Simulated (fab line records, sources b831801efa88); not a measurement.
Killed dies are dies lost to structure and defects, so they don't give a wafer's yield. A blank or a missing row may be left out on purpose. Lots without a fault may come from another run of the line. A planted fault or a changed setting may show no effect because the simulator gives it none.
Which tool did it? | flow sky130 | 13 lots, 39 wafers sampled, at 5 steps of a route of 708

WHAT THE GAUGES READ, wafer by wafer
SKY_VT_ADJUST_HVTP_CD_MEAS_07: target cd 380 nm. Usual: cd_nm 380.8 nm, standard deviation 2.2.
lot  | measured     | on        | cd_nm (nm)        | flag
L194 | day 5 23:31  | cd_sem-02 | 384.8 384.8 382.2 |
L196 | day 6 10:40  | cd_sem-01 | 378.3 378.5 379.5 |
L198 | day 7 02:32  | cd_sem-01 | 385.0 383.9 383.0 |
L200 | day 7 18:35  | cd_sem-01 | 376.8 377.1 377.7 |
L202 | day 8 07:54  | cd_sem-01 | 378.4 379.6 378.1 |
L208 | day 9 18:26  | cd_sem-02 | 379.9 379.3 377.6 |
L209 | day 9 22:41  | cd_sem-01 | 377.2 378.4 379.4 |
L210 | day 10 05:55 | cd_sem-01 | 379.8 381.6 381.5 |
L212 | day 10 17:56 | cd_sem-01 | 381.8 384.2 382.0 |
L213 | day 11 02:01 | cd_sem-02 | 380.8 378.8 381.6 |
L215 | day 11 13:52 | cd_sem-01 | 383.0 381.1 383.1 |
L216 | day 11 16:42 | cd_sem-01 | 380.9 380.3 382.8 |
L217 | day 12 03:19 | cd_sem-01 | 380.5 381.9 382.3 |

SKY_VT_ADJUST_LVTN_TW_MEAS_21. Usual: VT_ADJUST_LVTN_2_TW 189.0, standard deviation 2.5.
lot  | measured     | on            | VT_ADJUST_LVTN_2_TW | flag
L194 | day 7 14:20  | film_metro-01 | 187.8 187.7 187.2   |
L196 | day 8 01:33  | film_metro-03 | 191.3 191.9 192.3   |
L198 | day 8 18:58  | film_metro-03 | 192.1 191.5 191.7   |
L200 | day 9 13:10  | film_metro-04 | 186.0 185.7 185.5   |
L202 | day 10 04:20 | film_metro-01 | 187.3 186.6 186.5   |
L208 | day 11 15:40 | film_metro-01 | 185.8 186.0 186.5   |
L209 | day 11 20:47 | film_metro-03 | 191.5 191.4 190.7   |
L210 | day 12 03:50 | film_metro-03 | 191.0 190.8 191.5   |
L212 | day 12 15:25 | film_metro-03 | 191.4 190.5 191.0   |
L213 | day 13 01:05 | film_metro-01 | 187.5 187.9 187.7   |
L215 | day 13 14:29 | film_metro-01 | 187.5 187.3 188.4   |
L216 | day 13 17:29 | film_metro-01 | 188.4 187.8 187.9   |
L217 | day 14 05:41 | film_metro-03 | 192.7 190.9 192.3   |

SKY_VT_ADJUST_NCORE_CD_MEAS_07: target cd 380 nm. Usual: cd_nm 379.5 nm, standard deviation 2.4.
lot  | measured     | on        | cd_nm (nm)                          | flag
L194 | day 8 09:30  | cd_sem-02 | 380.9 380.0 378.2                   |
L196 | day 8 21:21  | cd_sem-01 | 381.0 383.3 382.1                   |
L198 | day 9 17:02  | cd_sem-02 | 377.6 377.9 377.5                   |
L200 | day 10 10:47 | cd_sem-01 | 199.1 197.8 201.3 199.4 197.7 201.0 | OFF
L202 | day 11 02:36 | cd_sem-01 | 201.2 198.4 200.2 201.6 198.2 200.3 | OFF
L208 | day 12 14:29 | cd_sem-02 | 378.9 376.9 379.5                   |
L209 | day 12 18:59 | cd_sem-01 | 376.8 375.2 377.5                   |
L210 | day 13 03:33 | cd_sem-02 | 379.8 378.5 379.7                   |
L212 | day 13 15:59 | cd_sem-01 | 380.3 378.5 379.3                   |
L213 | day 14 03:12 | cd_sem-02 | 377.8 379.5 378.9                   |
L215 | day 14 16:25 | cd_sem-02 | 377.6 378.2 378.2                   |
L216 | day 14 18:52 | cd_sem-01 | 377.4 374.5 377.6                   |
L217 | day 15 07:57 | cd_sem-01 | 377.9 376.8 377.1                   |

WHICH TOOL RAN EACH LOT (tool, then ch and the chambers of the sampled wafers, then the start)
lot  | SKY_VT_ADJUST_HVTP_STRIP_10          | SKY_VT_ADJUST_NCORE_DEVELOP_06
L194 | plasma_asher-04 ch 0,1, day 5 23:47  | litho_track-03 ch 0, day 8 09:22
L196 | plasma_asher-03 ch 0,1, day 6 10:56  | litho_track-03 ch 0, day 8 21:13
L198 | plasma_asher-02 ch 0,1, day 7 02:50  | litho_track-03 ch 0, day 9 16:53
L200 | plasma_asher-03 ch 0,1, day 7 18:53  | litho_track-03 ch 0, day 10 10:38
L202 | plasma_asher-03 ch 0,1, day 8 08:11  | litho_track-03 ch 0, day 11 02:28
L208 | plasma_asher-02 ch 0,1, day 9 18:44  | litho_track-04 ch 0, day 12 14:20
L209 | plasma_asher-03 ch 0,1, day 9 22:59  | litho_track-01 ch 0, day 12 18:50
L210 | plasma_asher-03 ch 1, day 10 06:11   | litho_track-04 ch 0, day 13 03:25
L212 | plasma_asher-04 ch 0,1, day 10 18:14 | litho_track-04 ch 0, day 13 15:50
L213 | plasma_asher-03 ch 0,1, day 11 02:17 | litho_track-04 ch 0, day 14 03:04
L215 | plasma_asher-03 ch 0,1, day 11 14:08 | litho_track-01 ch 0, day 14 16:16
L216 | plasma_asher-04 ch 0, day 11 16:59   | litho_track-01 ch 0, day 14 18:43
L217 | plasma_asher-03 ch 0,1, day 12 03:37 | litho_track-03 ch 0, day 15 07:49
- SKY_VT_ADJUST_HVTP_STRIP_10: strips in O2/N2.
- SKY_VT_ADJUST_NCORE_DEVELOP_06: develop time 60 s.

WHAT THE TOOLS THEMSELVES READ (means of the sampled wafers that have a number; where no wafer has one, the mark that the record gives instead)
SKY_VT_ADJUST_HVTP_STRIP_10. Usual: drypump_motor_current_A 5.6 A, standard deviation 0.59; oes_product_au 0.716 a.u., standard deviation 0.0045; strip_time_to_endpoint_s 14.21 s, standard deviation 0.033.
lot  | tool            | drypump_motor_current_A (A) | oes_product_au (a.u.) | strip_time_to_endpoint_s (s) | flag
L194 | plasma_asher-04 | 5.4                         | 0.713                 | 14.23                        |
L196 | plasma_asher-03 | 5.6                         | 0.720                 | 14.24                        |
L198 | plasma_asher-02 | 5.4                         | 0.712                 | 14.24                        |
L200 | plasma_asher-03 | 5.6                         | 0.717                 | 14.22                        |
L202 | plasma_asher-03 | 5.6                         | 0.719                 | 14.18                        |
L208 | plasma_asher-02 | 5.6                         | 0.717                 | 14.24                        |
L209 | plasma_asher-03 | 5.5                         | 0.711                 | 14.19                        |
L210 | plasma_asher-03 | 5.4                         | 0.717                 | 14.22                        |
L212 | plasma_asher-04 | 6.0                         | 0.714                 | 14.19                        |
L213 | plasma_asher-03 | 5.5                         | 0.714                 | 14.19                        |
L215 | plasma_asher-03 | 5.6                         | 0.713                 | 14.19                        |
L216 | plasma_asher-04 | 6.7                         | 0.716                 | 14.22                        |
L217 | plasma_asher-03 | 5.6                         | 0.720                 | 14.19                        |

THE ANSWER, worked out from the rows above alone
Rule: a lot is off if the mean of its wafers that have a number lies more than 3 standard deviations from the usual mean. A lot without any number at a reading at which 4 lots or more have one is off too. The other lots that the step has rows for count as sound. The gauges are gone through in route order, then the tools' own readings, and for those a lot's mean is taken as printed above. The first step at which some lot is off is used, and at that step the reading that is off furthest; a lot without a number counts as furthest.
Off: L200, L202, at SKY_VT_ADJUST_NCORE_CD_MEAS_07 (cd_nm).
A tool fits if, at a process step before that reading, it ran every lot that is off, and no sound lot after the first of them. The gauges at SKY_VT_ADJUST_NCORE_CD_MEAS_07 are tried like those tools. None of those tried fits.

WHAT THE SIMULATOR HAD PUT IN
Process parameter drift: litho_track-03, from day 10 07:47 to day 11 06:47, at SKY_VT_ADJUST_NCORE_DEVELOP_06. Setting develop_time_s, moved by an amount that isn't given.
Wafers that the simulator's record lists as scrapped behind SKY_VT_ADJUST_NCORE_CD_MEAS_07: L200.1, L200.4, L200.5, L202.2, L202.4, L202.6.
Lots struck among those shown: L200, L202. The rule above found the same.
